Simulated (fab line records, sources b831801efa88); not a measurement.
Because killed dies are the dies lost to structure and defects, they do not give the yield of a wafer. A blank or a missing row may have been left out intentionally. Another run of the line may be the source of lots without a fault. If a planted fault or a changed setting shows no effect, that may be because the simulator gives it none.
Which tool did it?    flow sky130    13 lots with 39 wafers sampled at 5 steps, on a route of 708 steps

## WHAT THE GAUGES READ, wafer by wafer
SKY_FIELD_ISO_BOW_MEAS_00.
lot   measured     on            INCOMING_BOW (um)
L132  day 1 10:00  filmMetro-02  5 -14 -9
L134  day 1 20:00  filmMetro-03  5 0 0
L135  day 2 01:00  filmMetro-03  -3 0 11
L136  day 2 06:00  filmMetro-02  5 0 2
L137  day 2 11:01  filmMetro-01  4 5 -3
L138  day 2 16:00  filmMetro-02  -2 0 -3
L139  day 2 21:01  filmMetro-02  -8 4 -4
L140  day 3 02:00  filmMetro-03  1 10 -12
L147  day 4 13:00  filmMetro-03  0 -2 2
L148  day 4 18:00  filmMetro-01  -16 -1 -8
L149  day 4 23:00  filmMetro-02  -5 9 -1
L151  day 5 09:00  filmMetro-01  -7 -2 3
L155  day 6 05:02  filmMetro-02  5 4 5

SKY_VT_ADJUST_HVTR_TW_MEAS_11.
lot   measured      on            VT_ADJUST_HVTR_TW
L132  day 9 11:45   filmMetro-01  207.9 206.7 207.5
L134  day 9 20:47   filmMetro-03  209.0 209.4 208.8
L135  day 10 04:56  filmMetro-01  206.3 205.2 205.8
L136  day 10 12:29  filmMetro-01  205.6 205.6 207.1
L137  day 10 21:43  filmMetro-04  212.3 212.8 212.9
L138  day 11 02:36  filmMetro-01  208.5 207.2 208.2
L139  day 11 15:46  filmMetro-03  211.7 210.7 210.3
L140  day 11 23:05  filmMetro-04  215.0 214.3 214.6
L147  day 14 15:24  filmMetro-01  189.6 190.4 189.7
L148  day 14 17:25  filmMetro-03  189.7 190.5 190.7
L149  day 15 00:35  filmMetro-04  212.2 212.5 213.0
L151  day 15 15:39  filmMetro-01  208.4 207.9 208.8
L155  day 16 14:58  filmMetro-03  210.1 209.2 209.2

SKY_VIA1_THK_MEAS_01.
lot   measured      on            VIA1_HDPCVD_THK (nm)
L132  day 33 00:56  filmMetro-01  1009 992 1005
L134  day 33 09:21  filmMetro-02  1034 1048 1062
L135  day 33 15:24  filmMetro-04  1031 1005 1035
L136  day 33 23:57  filmMetro-01  1005 1010 1034
L137  day 34 07:03  filmMetro-02  999 1011 1012
L138  day 34 14:28  filmMetro-01  1020 1025 1027
L139  day 35 07:27  filmMetro-02  998 1004 1014
L140  day 35 13:35  filmMetro-01  1021 1023 1017
L147  day 38 05:44  filmMetro-01  1011 1005 1014
L148  day 38 14:13  filmMetro-04  995 1006 1009
L149  day 38 17:12  filmMetro-04  1036 1042 1038
L151  day 39 02:59  filmMetro-04  1020 1011 1012
L155  day 40 01:56  filmMetro-04  1010 1020 1008

## EACH LOT AND THE TOOL THAT RAN IT (in order: tool; ch and the chambers of the sampled wafers; start)
lot   SKY_VT_ADJUST_HVTR_IMPLANT_09    SKY_METAL1_SPUTTER_00
L132  implanter-01 ch 0, day 9 11:30   pvdSputter-03, day 31 19:31
L134  implanter-02 ch 0, day 9 20:32   pvdSputter-01, day 32 04:59
L135  implanter-01 ch 0, day 10 04:41  pvdSputter-01, day 32 11:28
L136  implanter-02 ch 0, day 10 12:14  pvdSputter-03, day 32 19:55
L137  implanter-01 ch 0, day 10 21:28  pvdSputter-04, day 33 01:47
L138  implanter-02 ch 0, day 11 02:21  pvdSputter-04, day 33 10:15
L139  implanter-04 ch 0, day 11 15:31  pvdSputter-03, day 34 04:08
L140  implanter-01 ch 0, day 11 22:50  pvdSputter-04, day 34 09:22
L147  implanter-04 ch 0, day 14 15:09  pvdSputter-01, day 37 03:16
L148  implanter-04 ch 0, day 14 17:10  pvdSputter-03, day 37 11:22
L149  implanter-02 ch 0, day 15 00:20  pvdSputter-01, day 37 15:11
L151  implanter-02 ch 0, day 15 15:24  pvdSputter-01, day 38 00:03
L155  implanter-01 ch 0, day 16 14:45  pvdSputter-04, day 38 23:04
- SKY_VT_ADJUST_HVTR_IMPLANT_09
- SKY_METAL1_SPUTTER_00: material Ti, target thk 15 nm, time 10 s.

## WHAT THE TOOLS THEMSELVES READ (means of the sampled wafers that have a number; where no wafer has one, the mark that the record gives instead)
SKY_VT_ADJUST_HVTR_IMPLANT_09.
lot   tool          doseIonsCm2  faradayCurrentUA
L132  implanter-01  2.1002e+12   11.55
L134  implanter-02  2.1000e+12   11.85
L135  implanter-01  2.1017e+12   11.81
L136  implanter-02  2.0997e+12   11.70
L137  implanter-01  2.0990e+12   11.83
L138  implanter-02  2.0993e+12   11.80
L139  implanter-04  2.1001e+12   11.85
L140  implanter-01  2.1026e+12   11.86
L147  implanter-04  1.4908e+12   8.40
L148  implanter-04  1.4900e+12   8.56
L149  implanter-02  2.0990e+12   11.64
L151  implanter-02  2.0956e+12   11.88
L155  implanter-01  2.1008e+12   12.04

SKY_METAL1_SPUTTER_00.
lot   tool           throttleValvePct (%)
L132  pvdSputter-03  30.7
L134  pvdSputter-01  29.3
L135  pvdSputter-01  29.0
L136  pvdSputter-03  30.3
L137  pvdSputter-04  29.9
L138  pvdSputter-04  29.3
L139  pvdSputter-03  29.6
L140  pvdSputter-04  30.7
L147  pvdSputter-01  28.0
L148  pvdSputter-03  30.2
L149  pvdSputter-01  29.4
L151  pvdSputter-01  28.8
L155  pvdSputter-04  29.1

## THE ANSWER, worked out from the rows above alone
Rule: the lots themselves supply what counts as usual. The widest of any qualifying gaps counts: lots, ordered by their means at a reading, are off when they make up no more than a third of the lots, leave a main group of 4 or more, and stand apart from it by 3 or more times the standard deviation of that group's means. If all means in a main group match to the digits the tables above print for the reading, that group is not used. Also off: a lot with no number at a reading for which 4 or more lots have one. All remaining lots with rows at the step are treated as sound. The gauges are gone through in route order, then the tools' own readings, and for those a lot's mean is taken as printed above. The first step at which some lot is off is used, and at that step the reading that is off furthest; a lot without a number counts as furthest.
Off: L147, L148, seen at SKY_VT_ADJUST_HVTR_TW_MEAS_11 (VT_ADJUST_HVTR_TW). Mean 209.5 and standard deviation 2.7 in the main group.
A tool fits if, at a process step before that reading, it ran every lot that is off, and no sound lot after the first of them. Not tried: the gauges at SKY_VT_ADJUST_HVTR_TW_MEAS_11; whatever is off there is also off at SKY_VT_ADJUST_HVTR_IMPLANT_09, on other tools, and gauge error can't account for it. One candidate fits, namely implanter-04 at SKY_VT_ADJUST_HVTR_IMPLANT_09. A fault onset in the window from L139 (day 11 15:31, its last sound lot) to L147 (day 14 15:09, its first lot off) fits.
The tool's own readings at SKY_VT_ADJUST_HVTR_IMPLANT_09 bear it out: on the lots that are off they differ by more than 5 times the standard deviation of the sound lots' means. doseIonsCm2 reads 1.4904e+12 there against 2.0998e+12 on the sound lots; faradayCurrentUA reads 8.48 there against 11.80 on the sound lots.

## WHAT HAD BEEN PUT IN BY THE SIMULATOR
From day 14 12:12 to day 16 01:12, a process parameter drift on implanter-04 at SKY_VT_ADJUST_HVTR_IMPLANT_09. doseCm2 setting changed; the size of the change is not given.
Lots struck among those shown: L147, L148. The rule above reached the same finding.
